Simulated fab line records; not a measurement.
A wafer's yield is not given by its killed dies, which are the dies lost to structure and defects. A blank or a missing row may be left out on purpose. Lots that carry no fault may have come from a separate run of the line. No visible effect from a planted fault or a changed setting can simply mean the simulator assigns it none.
One fault through the eyes of 2 desks	flow sky130	every desk sees just its own numbers, and what lay behind them comes last

== THE TOOL OWNER'S DESK: pvdSputter-02 ==
At SKY_METAL4_SPUTTER_01 (material TiN, target thk 20 nm, time 16.7 s) the tool's own readings: per lot run on this tool, the mean of the sampled wafers that have a number. The brackets show how far a lot's mean lies from the usual mean; more than 4 standard deviations puts the lot out of limits, marked OUT.
Columns: A = throttleValvePct at SKY_METAL4_SPUTTER_01, usual 30.0 %
lot	first seen here	A
L708	day 40 05:21	29.4
L717	day 42 19:25	29.1
L719	day 43 08:42	29.6
Result from this desk: across the 3 lots, nothing is out of limits.

== AT THE METROLOGY DESK ==
What the gauges read, lot by lot, whatever tool the lot ran on: means of the sampled wafers that have a number. The brackets show how far a lot's mean lies from the usual mean; more than 4 standard deviations puts the lot out of limits, marked OUT.
Columns: A = VIA3_W_RS at SKY_VIA3_RS_MEAS_22, usual 0.295 ohm/sq; B = VIA3_W_THK at SKY_VIA3_THK_MEAS_23, usual 388 nm
lot	first seen here	A	B
L708	day 40 04:50	0.295	391
L713	day 41 08:23	0.292	388
L717	day 42 18:49	0.300	384
L719	day 43 08:14	0.293	393
L722	day 44 01:53	0.294	394
L730	day 46 01:22	0.299	382
Result from this desk: across the 6 lots, nothing is out of limits.

== PUT TOGETHER ==
The tool owner's desk saw nothing out of limits.
At the metrology desk, nothing out of limits was observed.

== WHAT THE SIMULATOR PUT IN ==
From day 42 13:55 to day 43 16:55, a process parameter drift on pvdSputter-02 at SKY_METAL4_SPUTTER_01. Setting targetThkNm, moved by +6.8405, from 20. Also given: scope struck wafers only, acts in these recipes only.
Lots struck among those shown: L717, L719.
